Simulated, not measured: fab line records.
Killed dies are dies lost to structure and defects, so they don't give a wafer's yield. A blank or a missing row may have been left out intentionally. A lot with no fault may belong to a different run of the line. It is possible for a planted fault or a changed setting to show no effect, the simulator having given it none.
fab line records	flow sfq_line
[record] lots = 6	wafers = 18	last_day = 80
route steps=325 shown I4@167 JJ@178 M5@198 M8@325
lots that met no fault: taken from a fault-free run of the same line
start_h: hours from the record's first day to the start of the lot's first wafer shown	wait_h: hours elapsed since this lot's preceding step	" as in the row above	L1.1+2: one row covering several wafers at once	- either no value or no given start	* or withheld: withheld	< > ~ a bound
route shown NAME@n: NAME is a module with steps in the file, n the number in the route of the first one	usual: mean and standard deviation over wafers with no fault	same: alike in all rows	chamber/n: place in a boat	sites: the reading at each site	_std_site: the standard deviation of these	_edge_site: inner sites' mean taken away from outer sites' mean	radius_mm: how far each site lies from the wafer's centre	mask NAME#n: copy n	behind: the tool/chamber that last shaped the wafer	hold: why the lot was held/for how many hours/how that ended	device: the transistor (n, p or np) that didn't switch	end of line: the tests these same wafers got at the end of their route	a step with no rows: only its recipe	killed: the dies lost at the first sort to structure and to defects; this is not the yield of the wafer	map: a wafer's dies, marking killed ones x, the rest . and places with no die _
set.NAME: the setting the step ran with; set.NAME@STEP: the setting that earlier step ran with	model.NAME: the simulator's own value behind a step, which no gauge read
lots at selected steps of the route; one table per step, one row per wafer
services: the hour from which a tool's chamber was out of use, counted from the record's first day as start_h (under 0 if before that day), plus the number of hours and why
[[steps]]
[step SFQ_TRILAYER_I4_VIA_LITHO_COAT_108]
[recipe] resist = BARC	spin_rpm = 3000	resist_thk_nm = 62
[step SFQ_TRILAYER_I4_VIA_LITHO_COAT_103]
[recipe] resist = KrF	spin_rpm = 3000	resist_thk_nm = 650
[step SFQ_TRILAYER_I4_VIA_LITHO_SOFTBAKE_107]
[recipe] temp_c = withheld	time_s = withheld	resist = KrF
[step SFQ_TRILAYER_I4_VIA_LITHO_EXPOSE_104]
[recipe] mask_id = I4	na = 0.6	source_shape = conventional	sigma_outer = 0.65	target_cd_nm = 700	dose_mj = 21.3
[step SFQ_TRILAYER_I4_VIA_LITHO_PEB_106]
[recipe] peb_temp_c = 115	peb_time_s = 60	resist = KrF
[step SFQ_TRILAYER_I4_VIA_LITHO_DEVELOP_105]
[recipe] time_s = 60	resist = KrF
[step SFQ_I4_OVL_MEAS_928]
[usual] I4_OVL = -1/4.8
lot.wafer	tool	chamber	start_h	wait_h	I4_OVL[nm]
L476.1	overlay-02	-	981.50	0.1	2
L476.5	"	-	"	"	-1
L476.6	"	-	"	"	-6
L485.3	overlay-02	-	1057.08	0.1	-2
L485.5	"	-	"	"	-4
L485.6	"	-	"	"	2
L487.2	overlay-01	-	1064.27	0.1	-2
L487.3	"	-	"	"	-1
L487.6	"	-	"	"	7
L490.3	overlay-02	-	1092.03	0.1	-3
L490.4	"	-	"	"	-4
L490.6	"	-	"	"	-10
L493.1	overlay-01	-	1139.32	0.1	4
L493.4	"	-	"	"	-5
L493.6	"	-	"	"	-4
L494.1	overlay-01	-	1145.32	0.1	-1
L494.3	"	-	"	"	-15
L494.6	"	-	"	"	1
[step SFQ_TRILAYER_I4_VIA_BARC_OPEN_VIA_ETCH_146]
[recipe] mask_material = PR	chemistry = O2	target_depth_nm = 125	target = BARC	source_w = 500	bias_w = 80	pressure_mtorr = 30	time_s = 41.7
[step SFQ_TRILAYER_I4_VIA_ETCH_VIA_ETCH_106]
[recipe] target = SiO2	stop_on = Nb	mask_material = PR	taper_deg = 20	chemistry = CHF3	target_depth_nm = 260	source_w = 500	bias_w = 80	pressure_mtorr = 30	time_s = withheld
[usual] chamber_pressure_mTorr = 30.003/0.026	drypump_motor_current_A = 5.6/0.38	oes_product_au = 0.854/0.0054
lot.wafer	tool	chamber	start_h	wait_h	chamber_pressure_mTorr	drypump_motor_current_A	oes_product_au
L476.1	rie_diel-03	2	981.57	0.0	29.985	5.7	0.852
L476.5	"	1	"	"	29.995	5.4	0.855
L476.6	"	0	"	"	30.019	4.8	0.848
L485.3	rie_diel-01	2	1057.14	0.0	30.014	5.8	0.841
L485.5	"	2	"	"	29.992	5.8	0.848
L485.6	"	1	"	"	30.064	5.8	0.848
L487.2	rie_diel-01	2	1064.34	0.0	29.979	5.8	0.854
L487.3	"	0	"	"	29.971	5.6	0.854
L487.6	"	2	"	"	30.061	5.8	0.845
L490.3	rie_diel-01	3	1092.10	0.0	30.024	6.1	0.856
L490.4	"	0	"	"	30.019	5.6	0.855
L490.6	"	1	"	"	30.017	5.8	0.861
L493.1	rie_diel-02	1	1139.40	0.0	30.046	5.5	0.849
L493.4	"	0	"	"	30.011	6.1	0.855
L493.6	"	0	"	"	30.014	6.1	0.852
L494.1	rie_diel-03	0	1145.40	0.0	29.996	4.8	0.850
L494.3	"	1	"	"	29.938	5.4	0.852
L494.6	"	3	"	"	30.005	5.9	0.863
[step SFQ_TRILAYER_I4_VIA_STRIP_STRIP_107]
[recipe] gas = O2	power_w = 200	platen_temp_c = 40	overash_fraction = 0.65	chemistry = O2	pressure_mtorr = 50
[usual] chamber_pressure_mTorr = 50.00/0.044	drypump_motor_current_A = 5.3/0.41	oes_product_au = 1.011/0.012
lot.wafer	tool	chamber	start_h	wait_h	chamber_pressure_mTorr	drypump_motor_current_A	oes_product_au	rf_hours_counter_h
L476.1	rie_metal-01	0	981.69	-	50.00	5.1	0.994	145
L476.5	"	0	"	"	50.00	5.1	1.001	-
L476.6	"	1	"	"	49.96	5.2	1.007	-
L485.3	rie_metal-02	0	1057.45	-	49.97	5.7	1.007	-
L485.5	"	1	"	"	50.01	5.9	1.003	-
L485.6	"	0	"	"	49.95	5.8	0.999	-
L487.2	rie_metal-02	1	1064.65	-	49.95	5.9	1.001	-
L487.3	"	1	"	"	49.99	5.9	1.008	-
L487.6	"	1	"	"	50.02	5.9	1.007	-
L490.3	rie_metal-04	1	1092.41	-	49.95	4.9	1.016	-
L490.4	"	0	"	"	50.00	5.1	1.015	-
L490.6	"	0	"	"	50.03	5.1	1.024	-
L493.1	rie_metal-04	0	1139.51	-	50.04	5.1	1.011	124
L493.4	"	1	"	"	50.03	4.8	1.006	-
L493.6	"	1	"	"	49.98	4.8	1.014	-
L494.1	rie_metal-01	1	1145.51	-	50.08	5.2	1.030	142
L494.3	"	0	"	"	50.00	5.0	1.010	-
L494.6	"	0	"	"	50.03	5.1	1.004	-
[step SFQ_TRILAYER_I4_VIA_STRIP_SOLV_CLEAN_108]
[recipe] chemistry = NMP	temp_c = 70	time_s = 600
[step SFQ_TRILAYER_JJ_TRILAYER_DEP_PRE_CLEAN_113]
[recipe] gas = Ar	time_s = 22.5	bias_v = 250
[step SFQ_TRILAYER_JJ_TRILAYER_DEP_SPUTTER_109]
[recipe] material = Nb	base_pressure_pa = 1.33e-06	chamber_pressure_pa = 0.1333	substrate_temp_c = 20	target_thk_nm = 150	power_w = 2000	time_s = 100
[usual] base_pressure_pa = 1.34e-06/8.8e-08	throttle_valve_pct = 30.2/1.1
lot.wafer	tool	chamber	start_h	wait_h	base_pressure_pa	throttle_valve_pct	model.Nb_of_TRILAYER_JJ_TRILAYER_DEP_SPUTTER_109.thk_nm
L476.1	pvd_sputter-06	-	982.71	0.0	1.44e-06	28.5	150.5
L476.5	"	-	"	"	1.31e-06	28.7	149.7
L476.6	"	-	"	"	1.34e-06	27.9	148.8
L485.3	pvd_sputter-03	-	1058.07	0.0	1.48e-06	30.4	144.2
L485.5	"	-	"	"	1.19e-06	30.1	141.2
L485.6	"	-	"	"	1.45e-06	28.7	142.9
L487.2	pvd_sputter-03	-	1065.87	0.0	1.14e-06	28.8	148
L487.3	"	-	"	"	1.26e-06	30.0	147.5
L487.6	"	-	"	"	1.19e-06	28.8	147.9
L490.3	pvd_sputter-04	-	1093.01	0.0	1.43e-06	31.3	149.4
L490.4	"	-	"	"	1.35e-06	31.0	145.5
L490.6	"	-	"	"	1.23e-06	31.2	149.3
L493.1	pvd_sputter-04	-	1140.51	0.0	1.36e-06	31.2	150.3
L493.4	"	-	"	"	1.32e-06	31.2	150
L493.6	"	-	"	"	1.3e-06	31.3	151.2
L494.1	pvd_sputter-03	-	1146.31	0.0	1.39e-06	30.7	150.3
L494.3	"	-	"	"	1.38e-06	31.1	150.8
L494.6	"	-	"	"	1.44e-06	28.8	150.7
[step SFQ_TRILAYER_JJ_TRILAYER_DEP_SPUTTER_110]
[recipe] material = Al	base_pressure_pa = 1.33e-06	target_thk_nm = 8	power_w = 500	time_s = 10	chamber_pressure_pa = 0.4
[usual] base_pressure_pa = 1.34e-06/9e-08	throttle_valve_pct = 30.2/1.1
lot.wafer	tool	chamber	start_h	wait_h	base_pressure_pa	throttle_valve_pct
L476.1	pvd_sputter-06	-	982.78	0.0	1.35e-06	28.2
L476.5	"	-	"	"	1.37e-06	28.4
L476.6	"	-	"	"	1.31e-06	28.3
L485.3	pvd_sputter-03	-	1058.14	0.0	1.27e-06	30.4
L485.5	"	-	"	"	1.43e-06	29.8
L485.6	"	-	"	"	1.45e-06	29.0
L487.2	pvd_sputter-03	-	1065.94	0.0	1.51e-06	28.9
L487.3	"	-	"	"	1.26e-06	29.7
L487.6	"	-	"	"	1.17e-06	28.6
L490.3	pvd_sputter-04	-	1093.09	0.0	1.31e-06	31.2
L490.4	"	-	"	"	1.3e-06	30.7
L490.6	"	-	"	"	1.31e-06	31.1
L493.1	pvd_sputter-04	-	1140.59	0.0	1.33e-06	31.6
L493.4	"	-	"	"	1.22e-06	31.2
L493.6	"	-	"	"	1.27e-06	31.3
L494.1	pvd_sputter-03	-	1146.39	0.0	1.21e-06	30.5
L494.3	"	-	"	"	1.29e-06	31.1
L494.6	"	-	"	"	1.36e-06	28.6
[step SFQ_TRILAYER_JJ_TRILAYER_DEP_AL_OXIDATION_111]
[recipe] pressure_mbar = 0.014667	oxidation_time_s = 600	temperature_k = 293
[step SFQ_TRILAYER_JJ_TRILAYER_DEP_SPUTTER_112]
[recipe] material = Nb	base_pressure_pa = 1.33e-06	chamber_pressure_pa = 0.1333	substrate_temp_c = 20	target_thk_nm = 170	power_w = 2000	time_s = 113.3
[usual] base_pressure_pa = 1.33e-06/8.6e-08	throttle_valve_pct = 30.2/1.1
lot.wafer	tool	chamber	start_h	wait_h	base_pressure_pa	throttle_valve_pct
L476.1	pvd_sputter-06	-	983.80	0.5	1.16e-06	28.1
L476.5	"	-	"	"	1.34e-06	28.5
L476.6	"	-	"	"	1.17e-06	28.1
L485.3	pvd_sputter-03	-	1059.17	0.5	1.37e-06	30.5
L485.5	"	-	"	"	1.47e-06	30.3
L485.6	"	-	"	"	1.34e-06	28.8
L487.2	pvd_sputter-03	-	1066.97	0.5	1.48e-06	28.8
L487.3	"	-	"	"	1.21e-06	29.9
L487.6	"	-	"	"	1.34e-06	28.8
L490.3	pvd_sputter-04	-	1094.11	0.5	1.39e-06	31.2
L490.4	"	-	"	"	1.35e-06	30.8
L490.6	"	-	"	"	1.32e-06	31.3
L493.1	pvd_sputter-04	-	1141.61	0.5	1.2e-06	31.7
L493.4	"	-	"	"	1.48e-06	31.4
L493.6	"	-	"	"	1.27e-06	31.3
L494.1	pvd_sputter-03	-	1147.41	0.5	1.4e-06	30.7
L494.3	"	-	"	"	1.33e-06	31.1
L494.6	"	-	"	"	1.25e-06	28.8
[step SFQ_JJ_RS_MEAS_929]
[recipe] thk_meas_gauge = four-point-probe	reads = Nb_of_TRILAYER_JJ_TRILAYER_DEP_SPUTTER_112
[usual] JJ_NB_RS = 1.051/0.014
lot.wafer	tool	chamber	start_h	wait_h	JJ_NB_RS[ohm/sq]
L476.1	film_metro-04	-	983.96	0.1	1.045
L476.5	"	-	"	"	1.043
L476.6	"	-	"	"	1.052
L485.3	film_metro-04	-	1059.29	0.1	1.060
L485.5	"	-	"	"	1.055
L485.6	"	-	"	"	1.054
L487.2	film_metro-01	-	1067.07	0.1	1.035
L487.3	"	-	"	"	1.034
L487.6	"	-	"	"	1.037
L490.3	film_metro-04	-	1094.23	0.1	1.069
L490.4	"	-	"	"	1.052
L490.6	"	-	"	"	1.058
L493.1	film_metro-04	-	1141.69	0.0	1.036
L493.4	"	-	"	"	1.050
L493.6	"	-	"	"	1.025
L494.1	film_metro-01	-	1147.49	0.0	1.073
L494.3	"	-	"	"	1.050
L494.6	"	-	"	"	1.071
[step SFQ_TRILAYER_JJ_CE_LITHO_COAT_119]
[recipe] resist = BARC	spin_rpm = 3000	resist_thk_nm = 62
[step SFQ_TRILAYER_JJ_CE_LITHO_COAT_114]
[recipe] resist = KrF	spin_rpm = 3000	resist_thk_nm = 600
[step SFQ_TRILAYER_JJ_CE_LITHO_SOFTBAKE_118]
[recipe] temp_c = withheld	time_s = withheld	resist = KrF
[step SFQ_TRILAYER_JJ_CE_LITHO_EXPOSE_115]
[recipe] mask_id = J5	na = 0.6	source_shape = conventional	sigma_outer = 0.65	target_cd_nm = 700	dose_mj = 14.4
[step SFQ_TRILAYER_JJ_CE_LITHO_PEB_117]
[recipe] peb_temp_c = 115	peb_time_s = 60	resist = KrF
[step SFQ_TRILAYER_JJ_CE_LITHO_DEVELOP_116]
[recipe] time_s = 60	resist = KrF
[step SFQ_JJ_OVL_MEAS_931]
[usual] J5_OVL = 2/6.5
lot.wafer	tool	chamber	start_h	wait_h	J5_OVL[nm]
L476.1	overlay-02	-	986.39	0.1	7
L476.5	"	-	"	"	7
L476.6	"	-	"	"	12
L485.3	overlay-02	-	1190.60	0.1	6
L485.5	"	-	"	"	6
L485.6	"	-	"	"	8
L487.2	overlay-02	-	1200.19	0.1	-1
L487.3	"	-	"	"	7
L487.6	"	-	"	"	-2
L490.3	overlay-01	-	1238.60	0.1	5
L490.4	"	-	"	"	6
L490.6	"	-	"	"	0
L493.1	overlay-02	-	1297.76	0.1	-5
L493.4	"	-	"	"	3
L493.6	"	-	"	"	2
L494.1	overlay-01	-	1305.09	0.1	0
L494.3	"	-	"	"	0
L494.6	"	-	"	"	12
[step SFQ_TRILAYER_JJ_CE_METRO_MEASURE_117]
[step SFQ_TRILAYER_JJ_CE_BARC_OPEN_RIE_150]
[recipe] mask_material = PR	chemistry = O2	target_depth_nm = 240	target = BARC	icp_w = 600	bias_w = 80	pressure_mtorr = 10	time_s = 80
[step SFQ_TRILAYER_JJ_CE_ETCH_RIE_118]
[recipe] target = Nb	stop_on = Al2O3	mask_material = PR	taper_deg = 13.257	over_etch_frac = 0.15	time_s = 97.7	chemistry = SF6	target_depth_nm = 170	icp_w = 600	bias_w = 80	pressure_mtorr = 10
[usual] chamber_pressure_mTorr = 9.999/0.011	drypump_motor_current_A = 5.12/0.16	oes_product_au = 0.992/0.0079
[same] over_etch_frac = 0.15
lot.wafer	tool	chamber	start_h	wait_h	chamber_pressure_mTorr	drypump_motor_current_A	oes_product_au	rf_hours_counter_h
L476.1	rie_metal-01	0	987.75	0.1	9.991	5.08	0.984	147
L476.5	"	0	"	"	10.003	5.05	0.993	-
L476.6	"	1	"	"	9.992	5.17	0.990	-
L485.3	rie_metal-01	0	1191.95	0.1	10.004	5.07	0.984	-
L485.5	"	0	"	"	9.995	5.07	0.982	-
L485.6	"	1	"	"	10.009	5.16	0.999	-
L487.2	rie_metal-03	0	1201.51	0.1	10.013	5.29	0.999	112
L487.3	"	0	"	"	9.996	5.30	0.988	-
L487.6	"	0	"	"	10.010	5.30	0.994	-
L490.3	rie_metal-01	1	1239.95	0.1	10.010	5.15	0.996	-
L490.4	"	0	"	"	9.991	5.07	0.980	-
L490.6	"	1	"	"	9.986	5.19	0.983	-
L493.1	rie_metal-01	0	1299.09	0.1	9.984	5.06	0.995	25
L493.4	"	0	"	"	9.995	5.06	0.993	-
L493.6	"	0	"	"	10.005	5.07	1.005	-
L494.1	rie_metal-04	0	1306.41	0.1	10.004	5.06	0.986	144
L494.3	"	0	"	"	9.995	5.07	0.994	-
L494.6	"	0	"	"	9.995	5.07	0.989	-
[step SFQ_TRILAYER_JJ_ANODIZE_ANODIZE_119]
[recipe] current_density_ma_cm2 = withheld	end_current_density_ma_cm2 = withheld	bath_temp_c = withheld
[step SFQ_TRILAYER_JJ_CE_STRIP_STRIP_120]
[recipe] gas = O2	power_w = 200	platen_temp_c = 40	overash_fraction = 0.65	chemistry = O2	pressure_mtorr = 50
[step SFQ_TRILAYER_JJ_CE_STRIP_SOLV_CLEAN_121]
[recipe] chemistry = NMP	temp_c = 70	time_s = 600
[step SFQ_TRILAYER_M5_LITHO_COAT_128]
[recipe] resist = BARC	spin_rpm = 3000	resist_thk_nm = 62
[step SFQ_TRILAYER_M5_LITHO_COAT_123]
[recipe] resist = KrF	spin_rpm = 3000	resist_thk_nm = 600
[step SFQ_TRILAYER_M5_LITHO_SOFTBAKE_127]
[recipe] temp_c = withheld	time_s = withheld	resist = KrF
[step SFQ_TRILAYER_M5_LITHO_EXPOSE_124]
[recipe] mask_id = M5	na = 0.6	source_shape = conventional	sigma_outer = 0.65	target_cd_nm = 700	dose_mj = 14.4
[step SFQ_TRILAYER_M5_LITHO_PEB_126]
[recipe] peb_temp_c = 115	peb_time_s = 60	resist = KrF
[step SFQ_TRILAYER_M5_LITHO_DEVELOP_125]
[recipe] time_s = 60	resist = KrF
[step SFQ_M5_OVL_MEAS_932]
[usual] M5_OVL = 1/5.1
lot.wafer	tool	chamber	start_h	wait_h	M5_OVL[nm]
L476.1	overlay-01	-	1084.66	0.1	5
L476.5	"	-	"	"	-1
L476.6	"	-	"	"	-1
L485.3	overlay-01	-	1343.23	0.1	2
L485.5	"	-	"	"	-4
L485.6	"	-	"	"	-1
L487.2	overlay-02	-	1352.82	0.1	4
L487.3	"	-	"	"	6
L487.6	"	-	"	"	4
L490.3	overlay-01	-	1386.70	0.1	-3
L490.4	"	-	"	"	-5
L490.6	"	-	"	"	-7
L493.1	overlay-02	-	1437.36	0.1	-4
L493.4	"	-	"	"	5
L493.6	"	-	"	"	6
L494.1	overlay-01	-	1443.36	0.1	-11
L494.3	"	-	"	"	-3
L494.6	"	-	"	"	-7
[step SFQ_TRILAYER_M5_BARC_OPEN_METAL_ETCH_161]
[recipe] mask_material = PR	chemistry = O2	target_depth_nm = 125	target = BARC	icp_w = 600	bias_w = 80	pressure_mtorr = 10	time_s = 41.7
[step SFQ_TRILAYER_M5_ETCH_METAL_ETCH_126]
[recipe] target = Nb	stop_on = SiO2	mask_material = PR	over_etch_frac = 0.15	time_s = 203.2	chemistry = Cl2/BCl3	target_depth_nm = 265	icp_w = 600	bias_w = 80	pressure_mtorr = 10
[usual] chamber_pressure_mTorr = 10.000/0.01	drypump_motor_current_A = 5.5/0.3	oes_product_au = 0.728/0.0063
[same] over_etch_frac = 0.15
lot.wafer	tool	chamber	start_h	wait_h	chamber_pressure_mTorr	drypump_motor_current_A	oes_product_au	rf_hours_counter_h	model.M5.feature_depth_nm	model.etch.depth_nm
L476.1	rie_metal-01	1	1084.82	0.1	10.003	5.2	0.730	134	163.5	150.5
L476.5	"	1	"	"	9.993	5.2	0.735	-	162.7	149.7
L476.6	"	1	"	"	10.005	5.2	0.729	-	161.8	148.8
L485.3	rie_metal-01	1	1343.37	0.1	9.996	5.2	0.723	-	156.6	144.2
L485.5	"	0	"	"	9.988	5.1	0.709	-	153.6	141.2
L485.6	"	1	"	"	9.999	5.2	0.716	-	155.1	142.9
L487.2	rie_metal-03	0	1352.91	0.0	9.999	5.3	0.725	130	160.4	148
L487.3	"	0	"	"	10.022	5.3	0.721	-	160	147.5
L487.6	"	1	"	"	9.995	5.4	0.726	-	160.4	147.9
L490.3	rie_metal-02	0	1386.85	0.1	10.005	5.8	0.731	-	161.8	149.4
L490.4	"	1	"	"	9.994	5.9	0.719	-	158.1	145.5
L490.6	"	1	"	"	9.993	5.9	0.720	-	161.8	149.3
L493.1	rie_metal-02	1	1437.45	0.0	10.011	5.9	0.731	29	162.9	150.3
L493.4	"	1	"	"	10.012	5.9	0.727	-	162.6	150
L493.6	"	0	"	"	9.996	5.7	0.724	-	163.6	151.2
L494.1	rie_metal-01	1	1443.47	0.1	9.983	5.2	0.724	20	162.9	150.3
L494.3	"	1	"	"	9.977	5.1	0.733	-	163.2	150.8
L494.6	"	1	"	"	10.008	5.1	0.726	-	163.4	150.7
[step SFQ_TRILAYER_M5_STRIP_STRIP_127]
[recipe] gas = O2	power_w = 200	platen_temp_c = 40	overash_fraction = 0.65	chemistry = O2	pressure_mtorr = 50
[step SFQ_TRILAYER_M5_STRIP_SOLV_CLEAN_128]
[recipe] chemistry = NMP	temp_c = 70	time_s = 600
[step SFQ_M8_BOW_MEAS_951]
[recipe] mode = bow
[usual] M8_BOW = 12/12
lot.wafer	tool	chamber	start_h	wait_h	M8_BOW[um]	model.etest.m5.ohm_um	model.etest.i4.link_ohm	model.etest.m5.ohm_sq	model.etest.i5.link_ohm
L476.1	film_metro-02	-	1830.07	0.0	21	1.683	2.169	1.182	2.293
L476.5	"	-	"	"	21	1.691	2.144	1.189	2.3
L476.6	"	-	"	"	21	1.703	2.178	1.195	2.31
L485.3	film_metro-02	-	1881.46	0.0	9	1.767	2.216	1.234	2.319
L485.5	"	-	"	"	14	1.799	2.252	1.26	2.344
L485.6	"	-	"	"	12	1.776	2.245	1.245	2.321
L487.2	film_metro-01	-	1886.24	0.0	26	1.718	2.184	1.202	2.276
L487.3	"	-	"	"	31	1.723	2.2	1.206	2.272
L487.6	"	-	"	"	19	1.709	2.179	1.203	2.275
L490.3	film_metro-03	-	1892.26	0.0	10	1.693	2.173	1.191	2.291
L490.4	"	-	"	"	8	1.752	2.201	1.223	2.298
L490.6	"	-	"	"	21	1.708	2.179	1.192	2.262
L493.1	film_metro-03	-	1903.02	0.0	26	1.697	2.182	1.184	2.232
L493.4	"	-	"	"	10	1.699	2.159	1.186	2.249
L493.6	"	-	"	"	22	1.676	2.146	1.177	2.261
L494.1	film_metro-02	-	1910.22	0.0	19	1.688	2.182	1.183	2.262
L494.3	"	-	"	"	15	1.679	2.172	1.18	2.265
L494.6	"	-	"	"	6	1.682	2.164	1.18	2.28
[[services]]
tool	chamber	start_h	hours	kind
pvd_sputter-06	-	963.47	9.1	repair
pvd_sputter-04	-	967.92	5.5	repair
pvd_sputter-06	-	1006.49	3.6	repair
pvd_sputter-06	-	1011.01	3.1	repair
pvd_sputter-03	-	1011.59	5.7	repair
rie_metal-01	-	1025.45	1.4	pm
rie_metal-04	-	1043.53	6.1	repair
rie_metal-04	0	1055.49	16.3	repair
rie_metal-01	0	1056.92	15.5	repair
rie_metal-02	0	1059.60	20.6	repair
pvd_sputter-04	-	1102.19	5.2	repair
rie_metal-02	1	1103.49	5.7	repair
pvd_sputter-04	-	1121.64	4.6	repair
rie_metal-02	-	1124.02	2.8	pm
rie_metal-02	1	1245.18	11.8	repair
rie_metal-02	-	1280.43	2.0	repair
rie_metal-01	1	1281.49	6.9	repair
pvd_sputter-04	-	1288.55	4.3	repair
rie_metal-02	1	1312.15	21.1	repair
pvd_sputter-03	-	1326.75	3.4	repair
rie_metal-02	-	1363.36	14.6	pm
rie_metal-01	-	1379.99	0.9	repair
pvd_sputter-03	-	1397.40	4.8	repair
rie_metal-01	-	1420.45	0.4	repair
[[key]]
first_sign none at tools or gauges
[model_effect] step = SFQ_TRILAYER_JJ_TRILAYER_DEP_SPUTTER_109	value = Nb_of_TRILAYER_JJ_TRILAYER_DEP_SPUTTER_109.thk_nm	without = 149.1	struck = 145.3
[model_effect] step = SFQ_TRILAYER_M5_ETCH_METAL_ETCH_126	value = M5.feature_depth_nm	without = 161.5	struck = 157.7
[model_effect] step = SFQ_M8_BOW_MEAS_951	value = etest.m5.ohm_um	without = 1.704	struck = 1.749
met_at SFQ_TRILAYER_JJ_TRILAYER_DEP_SPUTTER_109
struck_wafers L485.3,L485.5,L485.6,L487.2,L487.3,L487.6
also_fits SFQ_TRILAYER_I4_VIA_STRIP_STRIP_107:rie_metal-02
[fault] kind = process_parameter_drift	tool = pvd_sputter-03	chamber = -	onset_h = 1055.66	steps = SFQ_TRILAYER_JJ_TRILAYER_DEP_SPUTTER_109	channel = target_thk_nm	offset = -3.8185	shape = step	end_h = 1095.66	acts_in = these_recipes_only	stated = 150
